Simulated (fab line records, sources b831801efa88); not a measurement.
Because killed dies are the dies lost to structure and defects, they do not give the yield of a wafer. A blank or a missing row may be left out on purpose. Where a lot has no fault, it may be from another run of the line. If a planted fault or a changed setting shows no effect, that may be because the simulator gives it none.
Struck lot and sound lot, side by side + flow sky130 + 35 steps out of a route of 708
Sound: wafers L475.1, L475.3, L475.4. Wafers struck: L487.3, L487.4, L487.5. The cause comes at the end.
Order at every step that has rows: each side's tool, ch and its chambers, its first start. Under that, the readings that differ: sound wafers + struck wafers + difference of the means + sigmas: that difference in standard deviations of wafers without a fault.
alike: same words and numbers on both sides, and readings whose means sit less than 2 such deviations apart. not compared: any withheld reading, any reading some wafer has no value for, any bound like >300 that may hide the same value, and any number with overlapping values for which the record gives no deviation.
The two part at a step that has a row with sigmas, a row that says differs or no value, or rows on one side only. Numbers that have no deviation but don't overlap get no sigmas and don't part them. A reading missing from all wafers of one side parts the sides only when that side holds two or more wafers.

first, 10 steps without rows for these wafers: SKY_VIA2_SOFTBAKE_08 (time 90 s); SKY_VIA2_EXPOSE_09 (exposes mask VIM2, target cd 200 nm); SKY_VIA2_PEB_10; SKY_VIA2_DEVELOP_11 (develop time 60 s); SKY_VIA2_ETCH_14 (etches BARC in N2/H2, stops on SiO2, time 45.9 s, target depth 60 nm); SKY_VIA2_ETCH_15 (etches SiO2 in C4F8/O2/Ar, stops on TiN, target depth 546 nm, time 84 s); SKY_VIA2_STRIP_16 (strips in O2/N2); SKY_VIA2_STRIP_17 (strips in post etch residue remover, time 1200 s); SKY_VIA2_CLEAN_18 (cleans in IPA, time 180 s); SKY_VIA2_CLEAN_19 (cleans in O3/DIW).
SKY_VIA2_SPUTTER_20: material TiN, target thk 20 nm, time 80 s.
  sound: pvd-sputter-02 at day 38 22:26; struck: pvd-sputter-02 at day 41 22:31
  alike: throttle-valve-pct
then, 23 steps without rows for these wafers: SKY_VIA2_CVD_21 (deposits W, target thk 420 nm, time 126.4 s); SKY_VIA2_CMP_24 (polishes, stops on SiO2, t overpolish 20 s, target thk 0 nm); SKY_METAL3_SPUTTER_00 (material Ti, target thk 15 nm, time 10 s); SKY_METAL3_SPUTTER_01 (material TiN, target thk 20 nm, time 16.7 s); SKY_METAL3_SPUTTER_02 (material AlCu, target thk 735 nm, time 39.1 s); SKY_METAL3_SPUTTER_03 (material Ti, target thk 5 nm, time 3.3 s); SKY_METAL3_SPUTTER_04 (material TiN, target thk 70 nm, time 58.3 s); SKY_CAPM_CVD_00 (deposits SiO2, target thk 15.5 nm); SKY_CAPM_SPUTTER_02 (material TiN, target thk 200 nm, time 166.7 s); SKY_CAPM_DEHYDRATE_05 (time 60 s); SKY_CAPM_HMDS_06 (prime time 60 s); SKY_CAPM_COAT_07 (resist thk 1140 nm); SKY_CAPM_SOFTBAKE_08 (time 60 s); SKY_CAPM_EXPOSE_09 (exposes mask CAPM, target cd 1000 nm); SKY_CAPM_PEB_10; SKY_CAPM_DEVELOP_11 (develop time 60 s); SKY_CAPM_METAL_ETCH_13 (etches TiN in Cl2/BCl3, stops on SiO2, target depth 220 nm, time 62.9 s); SKY_CAPM_STRIP_14 (strips in O2/N2); SKY_CAPM_STRIP_15 (strips in post etch residue remover, time 1200 s); SKY_CAPM_CLEAN_16 (cleans in IPA, time 180 s); SKY_CAPM_CLEAN_17 (cleans in O3/DIW); SKY_METAL3_DEHYDRATE_05 (time 60 s); SKY_METAL3_HMDS_06 (prime time 60 s).
-- the record jumps here: 8 days lie between the struck wafers' starts before and after (it left off in module METAL3 and takes up again in module PAD_OPEN, whose first step shown is number 708 of the route) --
SKY_PAD_OPEN_PROBE_99:
  sound: prober-01 at day 47 19:01; struck: prober-01 at day 50 02:29
| reading                               | sound              | struck            | difference | sigmas |
|---------------------------------------|--------------------|-------------------|------------|--------|
| defect-limited-yield (%)              | 83.9 86.2 81.7     | 76.8 69.7 72.2    | -11.0      | -6     |
| killed_at_M0_to_M3                    | 41 41 44           | 83 103 100        | +53        | +8     |
| killed-dies                           | 79 68 90           | 114 149 137       | +54        | +6     |
| sort_bin_3_pad_short (%)              | 0.4 0.6 1.2        | 2.2 3.3 3.9       | +2.4       | +6     |
| sort_bin_5_function (%)               | 11.2 8.3 10.2      | 14.0 18.7 17.7    | +6.9       | +5     |
| sort-n-pass                           | 413 424 402        | 378 343 355       | -54        | -6     |
| sort-yield-pct (%)                    | 83.9 86.2 81.7     | 76.8 69.7 72.2    | -11.0      | -6     |
| model.etest.tester.sort-n-pass        | 413 424 402        | 378 343 355       | -54        |        |
| model.etest.tester.sort-yield-pct (%) | 83.94 86.18 81.71  | 76.83 69.72 72.15 | -11.04     |        |
| model.etest.tester.sort_bin_5_pct (%) | 11.18 8.333 10.16  | 14.02 18.7 17.68  | +6.91      |        |
| model.etest.tester.sort_bin_3_pct (%) | 0.4065 0.6098 1.22 | 2.236 3.252 3.862 | +2.371     |        |
  alike: killed_at_M4_up, killed-at-contacts, killed-at-front-end, killed-at-other, killed-open, killed-short, sort_bin_6_memory

== WHERE THEY PART ==
At SKY_PAD_OPEN_PROBE_99 and nowhere else, as far as this record goes.

WHY: what the simulator had put in
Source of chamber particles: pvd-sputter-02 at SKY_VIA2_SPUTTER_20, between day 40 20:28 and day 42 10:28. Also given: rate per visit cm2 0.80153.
